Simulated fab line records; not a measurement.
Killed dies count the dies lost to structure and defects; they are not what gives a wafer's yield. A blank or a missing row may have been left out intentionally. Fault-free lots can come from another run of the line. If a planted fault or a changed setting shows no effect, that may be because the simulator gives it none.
A struck lot beside a sound one    flow sky130    17 out of 708 route steps
Sound: these wafers, L458.1, L458.2, L458.5. Struck: wafers L461.2, L461.3, L461.4. The cause comes at the end.
Order at every step that has rows: each side's tool, ch and its chambers, its first start. Under that, the readings that differ: sound wafers    struck wafers    difference of the means    sigmas: that difference in standard deviations of wafers without a fault.
alike: readings whose means differ by less than 2 such deviations, and words and numbers that are the same on both sides. not compared: withheld readings, readings that some wafer has no value for, bounds like >300 that may hide the same value, and numbers for which the record gives no deviation and whose values overlap.
Wherever a step has rows on one side only, a row that says differs or no value, or a row with sigmas, the two part there. Numbers that have no deviation but don't overlap get no sigmas and don't part them. Lack of a reading on every wafer of one side parts them only where that side has two or more wafers.

first, 1 step without rows for these wafers: SKY_VT_ADJUST_LVTN_IMPLANT_19.
SKY_VT_ADJUST_LVTN_STRIP_20: strips in O2/N2.
  sound on plasma_asher-03 ch 0,1, day 10 15:16; struck on plasma_asher-03 ch 0,1, day 10 21:31
  alike: chamber_pressure_mTorr, drypump_motor_current_A, oes_product_au, strip_time_to_endpoint_s
  not compared: rf_hours_counter_h
SKY_VT_ADJUST_LVTN_TW_MEAS_21:
  struck on film_metro-01, day 10 21:37; sound on film_metro-01, day 10 15:22
  alike: VT_ADJUST_LVTN_2_TW
then, 7 steps without rows for these wafers: SKY_VT_ADJUST_NCORE_DEHYDRATE_00 (time 60 s); SKY_VT_ADJUST_NCORE_HMDS_01 (prime time 60 s); SKY_VT_ADJUST_NCORE_COAT_02 (resist thk 1134 nm); SKY_VT_ADJUST_NCORE_SOFTBAKE_03 (time 60 s); SKY_VT_ADJUST_NCORE_EXPOSE_04 (exposes mask LVTN COMPLEMENT THIN, target cd 380 nm); SKY_VT_ADJUST_NCORE_PEB_05; SKY_VT_ADJUST_NCORE_DEVELOP_06 (develop time 60 s).
SKY_VT_ADJUST_NCORE_CD_MEAS_07 targets a cd of 380 nm.
  struck on cd_sem-02, day 11 20:52; sound on cd_sem-01, day 11 14:14
  alike: cd_nm
SKY_VT_ADJUST_NCORE_OVL_MEAS_08:
  struck on overlay-02, day 11 20:58; sound on overlay-02, day 11 14:21
  alike: VT_ADJUST_NCORE_OVL
SKY_VT_ADJUST_NCORE_IMPLANT_09:
  sound on implanter-03 ch 0, day 11 14:23; struck on implanter-03 ch 0, day 11 21:01
reading             sound                             struck                            difference   sigmas
dose_ions_cm2       2.3975e+12 2.3978e+12 2.3973e+12  1.3918e+12 1.3855e+12 1.3888e+12  -1.0088e+12  -99 or more
faraday_current_uA  13.4 13.6 13.4                    7.8 7.9 7.9                       -5.6         -18
  alike: beam_on_s
SKY_VT_ADJUST_NCORE_STRIP_10: strips in O2/N2.
  sound on plasma_asher-02 ch 0,1, day 11 14:32; struck on plasma_asher-02 ch 0,1, day 11 21:08
  alike: chamber_pressure_mTorr, drypump_motor_current_A, oes_product_au, strip_time_to_endpoint_s
  not compared: rf_hours_counter_h
SKY_VT_ADJUST_NCORE_TW_MEAS_11:
  struck on film_metro-02, day 11 21:15; sound on film_metro-01, day 11 14:38
reading             sound              struck             difference  sigmas
VT_ADJUST_NCORE_TW  216.8 215.7 216.7  188.7 187.8 189.5  -27.7       -16
then, 1 step without rows for these wafers: SKY_VT_ADJUST_HVTR_DEHYDRATE_00 (time 60 s).
-- here the record skips 37 days between the struck wafers' starts before and after, leaving off in module VT_ADJUST_HVTR and picking up in module PAD_OPEN (first step shown: number 708 of the route) --
SKY_PAD_OPEN_PROBE_99:
  struck on prober-01, day 48 16:20; sound on prober-02, day 48 06:37
reading                                     sound                          struck                         difference  sigmas
model.etest.nfet_16v.r_on_ohm_um            1.425e+04 1.412e+04 1.423e+04  1.254e+04 1.291e+04 1.27e+04   -1.483e+03  
model.etest.pfet_16v.r_on_ohm_um            1.484e+04 1.494e+04 1.484e+04  1.628e+04 1.653e+04 1.652e+04  +1.570e+03  
model.etest.pfet_g5v0d10v5.r_on_ohm_um      4854 4799 4798                 5337 5377 5457                 +573        
model.etest.tip_p.rs_ohm_sq                 7035 6906 6932                 7238 7294 7277                 +312        
model.etest.pfet_01v8.r_on_ohm_um           3011 2940 2988                 3090 3078 3146                 +125        
model.etest.res_pwell_under_gate.rs_ohm_sq  2254 2261 2236                 2399 2397 2381                 +142        
model.etest.nfet_g5v0d10v5.r_on_ohm_um      1902 1883 1896                 1786 1782 1807                 -102        
model.etest.tip_p_5v.rs_ohm_sq              2923 2894 2899                 2966 2966 2967                 +61         
  alike: killed_at_M0_to_M3, killed_at_M4_up, killed_at_contacts, killed_at_front_end, killed_at_other, killed_dies, killed_open, killed_short

== WHERE THEY PART ==
At SKY_VT_ADJUST_NCORE_IMPLANT_09 first; at SKY_VT_ADJUST_NCORE_TW_MEAS_11 last (within this record only). Later steps at which nothing parts them and some readings are alike: SKY_PAD_OPEN_PROBE_99.

WHY: what had been put in by the simulator
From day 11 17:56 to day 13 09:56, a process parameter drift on implanter-03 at SKY_VT_ADJUST_NCORE_IMPLANT_09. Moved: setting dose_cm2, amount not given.
